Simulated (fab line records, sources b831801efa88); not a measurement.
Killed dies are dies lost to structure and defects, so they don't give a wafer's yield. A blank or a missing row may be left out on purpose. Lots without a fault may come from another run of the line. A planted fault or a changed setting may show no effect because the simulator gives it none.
A struck lot beside a sound one | flow sfq_line | 20 steps out of a route of 325
Sound: wafers L999.1, L999.5, L999.6. Struck: wafers L108.1, L108.4, L108.6. The cause comes at the end.
At each step with rows: each side's tool, then ch and its chambers, then its first start. Under that, the readings that differ: sound wafers | struck wafers | difference of the means | sigmas: that difference in standard deviations of wafers without a fault.
alike: readings whose means differ by less than 2 such deviations, and words and numbers that are the same on both sides. not compared: withheld readings, readings that some wafer has no value for, bounds like >300 that may hide the same value, and numbers for which the record gives no deviation and whose values overlap.
The two part at a step that has a row with sigmas, a row that says differs or no value, or rows on one side only. Numbers that don't overlap but have no deviation are shown without sigmas and don't part them. A reading that every wafer of one side lacks parts them only if that side has two wafers or more.

first, 3 steps without rows for these wafers: SFQ_TRILAYER_I6_VIA_LITHO_EXPOSE_170 (exposes mask I6, target cd 700 nm); SFQ_TRILAYER_I6_VIA_LITHO_PEB_172 (peb time 60 s); SFQ_TRILAYER_I6_VIA_LITHO_DEVELOP_171 (time 60 s).
SFQ_I6_OVL_MEAS_942:
  sound on overlay-02, day 78 10:34; struck on overlay-02, day 82 17:00
  alike: I6_OVL
SFQ_TRILAYER_I6_VIA_BARC_OPEN_VIA_ETCH_235: etches BARC in O2, target depth 125 nm, time 41.7 s.
  sound on rie_diel-02 ch 2,3, day 78 10:35; struck on rie_diel-03 ch 0,1,3, day 82 17:02
  alike: chamber_pressure_mTorr, drypump_motor_current_A, oes_product_au
  not compared: rf_hours_counter_h
SFQ_TRILAYER_I6_VIA_ETCH_VIA_ETCH_172: etches SiO2 in CHF3, stops on Nb, target depth 260 nm.
  sound on rie_diel-02 ch 2,3, day 78 10:38; struck on rie_diel-03 ch 0,1,3, day 82 17:05
  alike: chamber_pressure_mTorr, drypump_motor_current_A, oes_product_au
SFQ_TRILAYER_I6_VIA_STRIP_STRIP_173: strips in O2.
  sound on rie_metal-04 ch 0,1, day 78 10:45; struck on rie_metal-04 ch 0,1, day 82 17:11
  alike: chamber_pressure_mTorr, drypump_motor_current_A, he_backside_leak_sccm, oes_product_au
  not compared: rf_hours_counter_h
then, 2 steps without rows for these wafers: SFQ_TRILAYER_I6_VIA_STRIP_SOLV_CLEAN_174 (cleans in NMP, time 600 s); SFQ_TRILAYER_M7_DEP_PRE_CLEAN_176 (time 22.5 s).
SFQ_TRILAYER_M7_DEP_SPUTTER_175: material Nb, target thk 200 nm, time 133.3 s.
  sound on pvd_sputter-03, day 78 11:33; struck on pvd_sputter-04, day 82 18:00
  alike: base_pressure_pa, throttle_valve_pct
SFQ_M7_RS_MEAS_943: measures by four-point-probe.
  sound on film_metro-04, day 78 11:38; struck on film_metro-01, day 82 18:05
  reading           | sound             | struck            | difference | sigmas
  M7_NB_RS (ohm/sq) | 0.914 0.911 0.908 | 0.890 0.874 0.885 | -0.028     | -2
SFQ_TRILAYER_M7_LITHO_COAT_182: resist thk 62 nm.
  sound on litho_track-01 ch 0, day 78 11:49; struck on litho_track-01 ch 0, day 82 18:16
  reading                                              | sound                | struck               | difference | sigmas
  spin_speed_rpm (rpm)                                 | 2999.3 2999.5 3000.8 | 2561.2 2562.2 2557.1 | -439.7     | -99 or more
  model.BARC_of_TRILAYER_M7_LITHO_COAT_182.thk_nm (nm) | 62 61.88 61.61       | 67.38 67.42 67.52    | +5.61      |
  alike: chill_plate_temp_C
then, 5 steps without rows for these wafers: SFQ_TRILAYER_M7_LITHO_COAT_177 (resist thk 600 nm); SFQ_TRILAYER_M7_LITHO_SOFTBAKE_181; SFQ_TRILAYER_M7_LITHO_EXPOSE_178 (exposes mask M7, target cd 500 nm); SFQ_TRILAYER_M7_LITHO_PEB_180 (peb time 60 s); SFQ_TRILAYER_M7_LITHO_DEVELOP_179 (time 60 s).
-- the record jumps here: 4 days lie between the struck wafers' starts before and after --
SFQ_M7_OVL_MEAS_945:
  sound on overlay-01, day 82 06:12; struck on overlay-01, day 86 20:39
  alike: M7_OVL
SFQ_TRILAYER_M7_BARC_OPEN_METAL_ETCH_229: etches BARC in O2, target depth 125 nm, time 41.7 s.
  sound on rie_metal-01 ch 0,1, day 82 06:14; struck on rie_metal-01 ch 0,1, day 86 20:41
  reading                  | sound             | struck            | difference | sigmas
  oes_product_au (a.u.)    | 0.683 0.679 0.685 | 0.713 0.707 0.712 | +0.028     | +7
  model.etch.depth_nm (nm) | 62 61.88 61.61    | 67.38 67.42 67.52 | +5.61      |
  alike: chamber_pressure_mTorr, drypump_motor_current_A, he_backside_leak_sccm
  not compared: rf_hours_counter_h
SFQ_TRILAYER_M7_ETCH_METAL_ETCH_180: etches Nb in Cl2/Ar, stops on SiO2, target depth 240 nm, time 120 s.
  sound on rie_metal-01 ch 0,1, day 82 06:18; struck on rie_metal-01 ch 0,1, day 86 20:46
  alike: chamber_pressure_mTorr, drypump_motor_current_A, he_backside_leak_sccm, oes_product_au
  not compared: rf_hours_counter_h

WHERE THEY PART
First at SFQ_M7_RS_MEAS_943; last, within this record, at SFQ_TRILAYER_M7_BARC_OPEN_METAL_ETCH_229. Later steps at which nothing parts them and some readings are alike: SFQ_TRILAYER_M7_ETCH_METAL_ETCH_180.

WHY: what the simulator had put in
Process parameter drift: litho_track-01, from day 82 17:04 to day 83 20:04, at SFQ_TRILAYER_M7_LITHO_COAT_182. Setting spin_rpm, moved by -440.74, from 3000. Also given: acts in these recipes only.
